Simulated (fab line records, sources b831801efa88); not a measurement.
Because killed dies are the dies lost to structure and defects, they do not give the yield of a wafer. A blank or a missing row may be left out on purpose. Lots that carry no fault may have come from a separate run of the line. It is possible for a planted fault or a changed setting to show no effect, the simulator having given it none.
Which of the tools did it? / flow sky130 / 39 wafers from 13 lots sampled at 6 of the route's 708 steps

## WHAT EACH GAUGE READ, for each wafer
SKY_POLY_GATE_THK_MEAS_01. Usual: POLY_GATE_CVD_00_THK gives 180.3 nm (standard deviation 1.3).
lot=L587; measured=day 14 04:37; on=filmMetro-03; POLY_GATE_CVD_00_THK (nm)=179.4 180.2 181.2; flag=
lot=L588; measured=day 14 08:53; on=filmMetro-03; POLY_GATE_CVD_00_THK (nm)=180.9 180.3 181.6; flag=
lot=L589; measured=day 14 18:01; on=filmMetro-04; POLY_GATE_CVD_00_THK (nm)=180.4 181.4 179.8; flag=
lot=L591; measured=day 16 02:47; on=filmMetro-02; POLY_GATE_CVD_00_THK (nm)=180.9 179.2 180.9; flag=
lot=L592; measured=day 16 02:47; on=filmMetro-03; POLY_GATE_CVD_00_THK (nm)=178.8 179.7 177.6; flag=
lot=L593; measured=day 16 02:49; on=filmMetro-04; POLY_GATE_CVD_00_THK (nm)=179.8 179.6 178.5; flag=
lot=L594; measured=day 17 07:41; on=filmMetro-02; POLY_GATE_CVD_00_THK (nm)=181.0 180.8 179.9; flag=
lot=L595; measured=day 17 15:23; on=filmMetro-04; POLY_GATE_CVD_00_THK (nm)=180.0 178.7 178.9; flag=
lot=L596; measured=day 17 15:23; on=filmMetro-02; POLY_GATE_CVD_00_THK (nm)=181.8 180.3 181.2; flag=
lot=L597; measured=day 18 01:25; on=filmMetro-03; POLY_GATE_CVD_00_THK (nm)=182.4 182.8 183.2; flag=
lot=L598; measured=day 18 12:07; on=filmMetro-02; POLY_GATE_CVD_00_THK (nm)=180.3 181.7 179.9; flag=
lot=L599; measured=day 18 22:00; on=filmMetro-03; POLY_GATE_CVD_00_THK (nm)=181.6 181.0 179.5; flag=
lot=L603; measured=day 19 23:31; on=filmMetro-02; POLY_GATE_CVD_00_THK (nm)=235.6 234.3 234.3; flag=OFF

SKY_LOCAL_INTERCONNECT_RS_MEAS_01: measurement is done with a four-point probe. Usual: LOCAL_INTERCONNECT_TIN_RS gives 14.15 ohm/sq (standard deviation 0.15).
lot=L587; measured=day 29 16:02; on=filmMetro-03; LOCAL_INTERCONNECT_TIN_RS (ohm/sq)=14.28 14.30 14.35; flag=
lot=L588; measured=day 29 16:50; on=filmMetro-03; LOCAL_INTERCONNECT_TIN_RS (ohm/sq)=14.31 14.22 14.19; flag=
lot=L589; measured=day 30 04:32; on=filmMetro-03; LOCAL_INTERCONNECT_TIN_RS (ohm/sq)=13.92 13.88 13.89; flag=
lot=L591; measured=day 31 09:01; on=filmMetro-01; LOCAL_INTERCONNECT_TIN_RS (ohm/sq)=14.17 14.07 14.01; flag=
lot=L592; measured=day 31 08:31; on=filmMetro-01; LOCAL_INTERCONNECT_TIN_RS (ohm/sq)=14.48 14.37 14.56; flag=
lot=L593; measured=day 31 09:32; on=filmMetro-01; LOCAL_INTERCONNECT_TIN_RS (ohm/sq)=14.13 14.19 14.22; flag=
lot=L594; measured=day 32 14:38; on=filmMetro-03; LOCAL_INTERCONNECT_TIN_RS (ohm/sq)=13.89 13.91 13.86; flag=
lot=L595; measured=day 32 23:40; on=filmMetro-01; LOCAL_INTERCONNECT_TIN_RS (ohm/sq)=14.14 14.18 14.16; flag=
lot=L596; measured=day 32 20:56; on=filmMetro-03; LOCAL_INTERCONNECT_TIN_RS (ohm/sq)=14.15 14.39 14.04; flag=
lot=L597; measured=day 33 05:55; on=filmMetro-01; LOCAL_INTERCONNECT_TIN_RS (ohm/sq)=13.98 14.11 14.02; flag=
lot=L598; measured=day 33 15:28; on=filmMetro-01; LOCAL_INTERCONNECT_TIN_RS (ohm/sq)=14.00 14.04 13.93; flag=
lot=L599; measured=day 33 22:15; on=filmMetro-03; LOCAL_INTERCONNECT_TIN_RS (ohm/sq)=14.24 14.15 14.11; flag=

## EACH LOT AND THE TOOL THAT RAN IT (in order: tool; ch and the chambers of the sampled wafers; start)
lot=L587; SKY_NWELL_STRIP_25=plasmaAsher-02 ch 0,1, day 5 10:15; SKY_POLY_GATE_CVD_00=lpcvd-01 ch 0, day 14 03:25; SKY_POLY_GATE_ETCH_17=rieSi-01 ch 1,2,3, day 16 13:42; SKY_LI_CONTACT_CMP_24=cmp-01 ch 0,1,2, day 29 15:39
lot=L588; SKY_NWELL_STRIP_25=plasmaAsher-04 ch 0,1, day 5 14:50; SKY_POLY_GATE_CVD_00=lpcvd-01 ch 0, day 14 07:41; SKY_POLY_GATE_ETCH_17=rieSi-02 ch 1,2,3, day 16 16:18; SKY_LI_CONTACT_CMP_24=cmp-02 ch 1,2,3, day 29 16:31
lot=L589; SKY_NWELL_STRIP_25=plasmaAsher-04 ch 0,1, day 5 19:30; SKY_POLY_GATE_CVD_00=lpcvd-01 ch 0, day 14 16:49; SKY_POLY_GATE_ETCH_17=rieSi-01 ch 0,1, day 17 01:42; SKY_LI_CONTACT_CMP_24=cmp-01 ch 0,1,3, day 30 04:17
lot=L591; SKY_NWELL_STRIP_25=plasmaAsher-04 ch 0,1, day 6 10:38; SKY_POLY_GATE_CVD_00=lpcvd-01 ch 1, day 16 00:59; SKY_POLY_GATE_ETCH_17=rieSi-02 ch 0,1, day 18 13:53; SKY_LI_CONTACT_CMP_24=cmp-02 ch 1,2,3, day 31 08:40
lot=L592; SKY_NWELL_STRIP_25=plasmaAsher-01 ch 0,1, day 6 16:36; SKY_POLY_GATE_CVD_00=lpcvd-01 ch 1, day 16 00:59; SKY_POLY_GATE_ETCH_17=rieSi-01 ch 0,3, day 18 11:29; SKY_LI_CONTACT_CMP_24=cmp-01 ch 2,3, day 31 08:13
lot=L593; SKY_NWELL_STRIP_25=plasmaAsher-01 ch 0,1, day 6 19:08; SKY_POLY_GATE_CVD_00=lpcvd-01 ch 0, day 16 00:59; SKY_POLY_GATE_ETCH_17=rieSi-01 ch 0,1, day 18 14:14; SKY_LI_CONTACT_CMP_24=cmp-02 ch 0,1,2, day 31 09:14
lot=L594; SKY_NWELL_STRIP_25=plasmaAsher-01 ch 0,1, day 7 05:37; SKY_POLY_GATE_CVD_00=lpcvd-01 ch 1, day 17 06:28; SKY_POLY_GATE_ETCH_17=rieSi-01 ch 1,2, day 19 23:03; SKY_LI_CONTACT_CMP_24=cmp-02 ch 0,1, day 32 14:16
lot=L595; SKY_NWELL_STRIP_25=plasmaAsher-04 ch 0,1, day 7 08:31; SKY_POLY_GATE_CVD_00=lpcvd-01 ch 0, day 17 14:11; SKY_POLY_GATE_ETCH_17=rieSi-01 ch 0,1,2, day 20 08:06; SKY_LI_CONTACT_CMP_24=cmp-01 ch 1,2,3, day 32 23:19
lot=L596; SKY_NWELL_STRIP_25=plasmaAsher-04 ch 0,1, day 7 13:25; SKY_POLY_GATE_CVD_00=lpcvd-01 ch 0, day 17 14:11; SKY_POLY_GATE_ETCH_17=rieSi-02 ch 1,2, day 20 07:53; SKY_LI_CONTACT_CMP_24=cmp-01 ch 0,1,3, day 32 20:37
lot=L597; SKY_NWELL_STRIP_25=plasmaAsher-04 ch 0,1, day 7 20:37; SKY_POLY_GATE_CVD_00=lpcvd-01 ch 1, day 18 00:13; SKY_POLY_GATE_ETCH_17=rieSi-02 ch 0,2,3, day 20 16:48; SKY_LI_CONTACT_CMP_24=cmp-02 ch 1,2,3, day 33 05:36
lot=L598; SKY_NWELL_STRIP_25=plasmaAsher-01 ch 0,1, day 8 03:13; SKY_POLY_GATE_CVD_00=lpcvd-01 ch 1, day 18 10:55; SKY_POLY_GATE_ETCH_17=rieSi-02 ch 0,2,3, day 21 03:32; SKY_LI_CONTACT_CMP_24=cmp-02 ch 0,1,3, day 33 15:09
lot=L599; SKY_NWELL_STRIP_25=plasmaAsher-01 ch 1, day 8 10:03; SKY_POLY_GATE_CVD_00=lpcvd-01 ch 0, day 18 20:48; SKY_POLY_GATE_ETCH_17=rieSi-01 ch 1,2, day 21 14:18; SKY_LI_CONTACT_CMP_24=cmp-02 ch 0,2,3, day 33 21:56
lot=L603; SKY_NWELL_STRIP_25=plasmaAsher-02 ch 0,1, day 9 10:49; SKY_POLY_GATE_CVD_00=lpcvd-01 ch 0, day 19 22:17; SKY_POLY_GATE_ETCH_17=rieSi-01 ch 0,1,3, day 22 14:41; SKY_LI_CONTACT_CMP_24=-
- SKY_NWELL_STRIP_25: strips in O2/N2.
- SKY_POLY_GATE_CVD_00: deposits poly-Si, target thk 180 nm, time 720 s.
- SKY_POLY_GATE_ETCH_17: etches poly-Si in HBr/Cl2, stops on SiO2, target depth 180 nm, time 70.5 s.
- SKY_LI_CONTACT_CMP_24: polishes, stops on PSG, t overpolish 20 s, target thk 0 nm.

## AS READ BY THE TOOLS THEMSELVES (means over the sampled wafers that have a number; for cases with no such wafer, the mark the record gives instead)
SKY_NWELL_STRIP_25. Usual: drypumpMotorCurrentA 5.7 A, standard deviation 0.38; n2FlowSccm 300.1 sccm, standard deviation 0.85; oesProductAu 0.723 a.u., standard deviation 0.0045; stripTimeToEndpointS 36.92 s, standard deviation 0.094.
lot=L587; tool=plasmaAsher-02; drypumpMotorCurrentA (A)=6.1; n2FlowSccm (sccm)=300.2; oesProductAu (a.u.)=0.723; stripTimeToEndpointS (s)=36.88; flag=
lot=L588; tool=plasmaAsher-04; drypumpMotorCurrentA (A)=5.6; n2FlowSccm (sccm)=299.4; oesProductAu (a.u.)=0.723; stripTimeToEndpointS (s)=36.82; flag=
lot=L589; tool=plasmaAsher-04; drypumpMotorCurrentA (A)=5.6; n2FlowSccm (sccm)=300.1; oesProductAu (a.u.)=0.722; stripTimeToEndpointS (s)=36.97; flag=
lot=L591; tool=plasmaAsher-04; drypumpMotorCurrentA (A)=5.6; n2FlowSccm (sccm)=300.1; oesProductAu (a.u.)=0.720; stripTimeToEndpointS (s)=36.95; flag=
lot=L592; tool=plasmaAsher-01; drypumpMotorCurrentA (A)=5.3; n2FlowSccm (sccm)=300.1; oesProductAu (a.u.)=0.723; stripTimeToEndpointS (s)=37.02; flag=
lot=L593; tool=plasmaAsher-01; drypumpMotorCurrentA (A)=5.3; n2FlowSccm (sccm)=299.8; oesProductAu (a.u.)=0.723; stripTimeToEndpointS (s)=36.92; flag=
lot=L594; tool=plasmaAsher-01; drypumpMotorCurrentA (A)=5.6; n2FlowSccm (sccm)=299.5; oesProductAu (a.u.)=0.726; stripTimeToEndpointS (s)=37.11; flag=
lot=L595; tool=plasmaAsher-04; drypumpMotorCurrentA (A)=5.7; n2FlowSccm (sccm)=300.6; oesProductAu (a.u.)=0.719; stripTimeToEndpointS (s)=36.98; flag=
lot=L596; tool=plasmaAsher-04; drypumpMotorCurrentA (A)=5.6; n2FlowSccm (sccm)=299.2; oesProductAu (a.u.)=0.722; stripTimeToEndpointS (s)=36.88; flag=
lot=L597; tool=plasmaAsher-04; drypumpMotorCurrentA (A)=5.6; n2FlowSccm (sccm)=299.8; oesProductAu (a.u.)=0.725; stripTimeToEndpointS (s)=36.94; flag=
lot=L598; tool=plasmaAsher-01; drypumpMotorCurrentA (A)=5.6; n2FlowSccm (sccm)=299.6; oesProductAu (a.u.)=0.725; stripTimeToEndpointS (s)=36.86; flag=
lot=L599; tool=plasmaAsher-01; drypumpMotorCurrentA (A)=5.9; n2FlowSccm (sccm)=300.6; oesProductAu (a.u.)=0.722; stripTimeToEndpointS (s)=36.97; flag=
lot=L603; tool=plasmaAsher-02; drypumpMotorCurrentA (A)=6.2; n2FlowSccm (sccm)=299.8; oesProductAu (a.u.)=0.720; stripTimeToEndpointS (s)=36.77; flag=

SKY_POLY_GATE_CVD_00. Usual: 641.4 C for spikeTcBottomC, sd 2.4.
lot=L587; tool=lpcvd-01; spikeTcBottomC (C)=643.4; flag=
lot=L588; tool=lpcvd-01; spikeTcBottomC (C)=643.0; flag=
lot=L589; tool=lpcvd-01; spikeTcBottomC (C)=643.0; flag=
lot=L591; tool=lpcvd-01; spikeTcBottomC (C)=638.0; flag=
lot=L592; tool=lpcvd-01; spikeTcBottomC (C)=640.6; flag=
lot=L593; tool=lpcvd-01; spikeTcBottomC (C)=643.6; flag=
lot=L594; tool=lpcvd-01; spikeTcBottomC (C)=638.6; flag=
lot=L595; tool=lpcvd-01; spikeTcBottomC (C)=642.9; flag=
lot=L596; tool=lpcvd-01; spikeTcBottomC (C)=642.5; flag=
lot=L597; tool=lpcvd-01; spikeTcBottomC (C)=638.4; flag=
lot=L598; tool=lpcvd-01; spikeTcBottomC (C)=639.8; flag=
lot=L599; tool=lpcvd-01; spikeTcBottomC (C)=642.8; flag=
lot=L603; tool=lpcvd-01; spikeTcBottomC (C)=643.4; flag=

SKY_POLY_GATE_ETCH_17. Usual: drypumpMotorCurrentA 5.6 A, standard deviation 0.58; oesProductAu 0.989 a.u., standard deviation 0.0067; throttleValvePct 33.684 %, standard deviation 0.009.
lot=L587; tool=rieSi-01; drypumpMotorCurrentA (A)=5.9; oesProductAu (a.u.)=0.991; throttleValvePct (%)=33.686; flag=
lot=L588; tool=rieSi-02; drypumpMotorCurrentA (A)=5.7; oesProductAu (a.u.)=0.994; throttleValvePct (%)=33.676; flag=
lot=L589; tool=rieSi-01; drypumpMotorCurrentA (A)=5.8; oesProductAu (a.u.)=0.988; throttleValvePct (%)=33.678; flag=
lot=L591; tool=rieSi-02; drypumpMotorCurrentA (A)=4.8; oesProductAu (a.u.)=0.989; throttleValvePct (%)=33.695; flag=
lot=L592; tool=rieSi-01; drypumpMotorCurrentA (A)=5.8; oesProductAu (a.u.)=0.981; throttleValvePct (%)=33.683; flag=
lot=L593; tool=rieSi-01; drypumpMotorCurrentA (A)=5.9; oesProductAu (a.u.)=0.989; throttleValvePct (%)=33.682; flag=
lot=L594; tool=rieSi-01; drypumpMotorCurrentA (A)=5.7; oesProductAu (a.u.)=0.992; throttleValvePct (%)=33.681; flag=
lot=L595; tool=rieSi-01; drypumpMotorCurrentA (A)=5.8; oesProductAu (a.u.)=0.989; throttleValvePct (%)=33.691; flag=
lot=L596; tool=rieSi-02; drypumpMotorCurrentA (A)=5.1; oesProductAu (a.u.)=0.993; throttleValvePct (%)=33.694; flag=
lot=L597; tool=rieSi-02; drypumpMotorCurrentA (A)=5.6; oesProductAu (a.u.)=0.999; throttleValvePct (%)=33.695; flag=
lot=L598; tool=rieSi-02; drypumpMotorCurrentA (A)=5.6; oesProductAu (a.u.)=0.992; throttleValvePct (%)=33.684; flag=
lot=L599; tool=rieSi-01; drypumpMotorCurrentA (A)=5.9; oesProductAu (a.u.)=0.988; throttleValvePct (%)=33.675; flag=
lot=L603; tool=rieSi-01; drypumpMotorCurrentA (A)=5.9; oesProductAu (a.u.)=1.010; throttleValvePct (%)=33.686; flag=OFF

SKY_LI_CONTACT_CMP_24. Usual: edgeZonePressureFrac 1.000, standard deviation 0.0046; motorCurrentA 11.2 A, standard deviation 1.2; overpolishRunS 19.999 s, standard deviation 0.0092; timeToEndpointS 97 s, standard deviation 3.3.
lot=L587; tool=cmp-01; edgeZonePressureFrac=0.996; motorCurrentA (A)=12.3; overpolishRunS (s)=19.998; timeToEndpointS (s)=98; flag=
lot=L588; tool=cmp-02; edgeZonePressureFrac=0.999; motorCurrentA (A)=10.0; overpolishRunS (s)=19.998; timeToEndpointS (s)=100; flag=
lot=L589; tool=cmp-01; edgeZonePressureFrac=1.000; motorCurrentA (A)=11.1; overpolishRunS (s)=20.004; timeToEndpointS (s)=97; flag=
lot=L591; tool=cmp-02; edgeZonePressureFrac=0.999; motorCurrentA (A)=10.0; overpolishRunS (s)=20.002; timeToEndpointS (s)=100; flag=
lot=L592; tool=cmp-01; edgeZonePressureFrac=0.994; motorCurrentA (A)=12.4; overpolishRunS (s)=20.006; timeToEndpointS (s)=101; flag=
lot=L593; tool=cmp-02; edgeZonePressureFrac=1.006; motorCurrentA (A)=10.8; overpolishRunS (s)=19.999; timeToEndpointS (s)=95; flag=
lot=L594; tool=cmp-02; edgeZonePressureFrac=1.001; motorCurrentA (A)=11.2; overpolishRunS (s)=19.993; timeToEndpointS (s)=95; flag=
lot=L595; tool=cmp-01; edgeZonePressureFrac=0.998; motorCurrentA (A)=11.7; overpolishRunS (s)=19.999; timeToEndpointS (s)=98; flag=
lot=L596; tool=cmp-01; edgeZonePressureFrac=1.002; motorCurrentA (A)=11.0; overpolishRunS (s)=19.999; timeToEndpointS (s)=101; flag=
lot=L597; tool=cmp-02; edgeZonePressureFrac=1.003; motorCurrentA (A)=10.1; overpolishRunS (s)=19.999; timeToEndpointS (s)=95; flag=
lot=L598; tool=cmp-02; edgeZonePressureFrac=1.002; motorCurrentA (A)=10.9; overpolishRunS (s)=19.998; timeToEndpointS (s)=93; flag=
lot=L599; tool=cmp-02; edgeZonePressureFrac=1.003; motorCurrentA (A)=10.6; overpolishRunS (s)=20.007; timeToEndpointS (s)=95; flag=

## THE ANSWER, worked out from the rows above alone
Rule: lot off if the mean of its wafers having a number is beyond 3 standard deviations from the usual mean. A lot without any number at a reading at which 4 lots or more have one is off too. Any other lot the step has rows for is counted as sound. First the gauges in route order, then the tools' own readings, where a lot's mean is used as printed above. The first step at which some lot is off is used, and at that step the reading that is off furthest; a lot without a number counts as furthest.
Off: L603, seen at SKY_POLY_GATE_THK_MEAS_01 (POLY_GATE_CVD_00_THK).
If a tool, at a process step before that reading, ran all the lots that are off and no sound lot after the first of them, it fits. The gauges at SKY_POLY_GATE_THK_MEAS_01 aren't tried: what is off there is off at SKY_POLY_GATE_ETCH_17 too, on other tools, and a gauge's error can't cause that. This does not decide it: 2 tools fit, namely plasmaAsher-02 at SKY_NWELL_STRIP_25 and lpcvd-01 at SKY_POLY_GATE_CVD_00.

## WHAT THE SIMULATOR HAD INSERTED
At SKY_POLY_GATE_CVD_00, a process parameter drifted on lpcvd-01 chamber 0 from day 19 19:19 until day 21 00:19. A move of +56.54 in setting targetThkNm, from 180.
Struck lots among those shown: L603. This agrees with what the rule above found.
